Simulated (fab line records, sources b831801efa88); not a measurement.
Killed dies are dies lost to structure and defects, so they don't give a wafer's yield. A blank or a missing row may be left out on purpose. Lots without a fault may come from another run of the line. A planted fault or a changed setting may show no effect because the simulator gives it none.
Chamber matching | flow sky130 | SKY_VIA3_ETCH_15 on rie_diel-02: 4 sister chambers
The step etches SiO2 in C4F8/O2/Ar, stops on TiN, target depth 507 nm, time 78 s. 4 wafers are shown with their chamber, then 7 later ones without.

WAFERS WITH THEIR CHAMBER
wafer  | chamber | rf_fwd_power_W (W)
L083.3 | 1       | 1492
L083.6 | 2       | 1494
L087.1 | 3       | 1490
L087.2 | 0       | 1494

WAFERS WITHOUT THEIR CHAMBER
wafer  | rf_fwd_power_W (W)
L087.6 | 1488
L089.3 | 1493
L089.4 | 1492
L089.6 | 1493
L092.2 | 1482
L092.5 | 1493
L092.6 | 1496

WHICH CHAMBER EACH WENT THROUGH
wafer  | from the rows above               | in truth
L087.6 | can't be placed: 3 or 1 or 0 or 2 | 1
L089.3 | can't be placed: 0 or 1 or 2 or 3 | 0
L089.4 | can't be placed: 1 or 0 or 2 or 3 | 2
L089.6 | can't be placed: 0 or 1 or 2 or 3 | 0
L092.2 | can't be placed: 3 or 1 or 0 or 2 | 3
L092.5 | can't be placed: 0 or 1 or 2 or 3 | 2
L092.6 | can't be placed: 0 or 2 or 1 or 3 | 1
Placed correctly: 0 of 7. Can't be placed from these rows: 7 (the true chamber is among the candidates in 7). Placed wrongly: 0.
How it was worked out, from the rows above alone: a wafer's distance from a chamber is the root of the sum, over the readings, of the square of ((its reading less the chamber's mean) divided by the reading's scatter). The wafer belongs to the nearest chamber; if the next one is less than 2 further off, it can't be placed. A chamber's mean is the mean of its shown wafers. The scatter: with one shown wafer a chamber, the root of the mean of the squares of how far each hidden wafer lies from its nearest shown one.
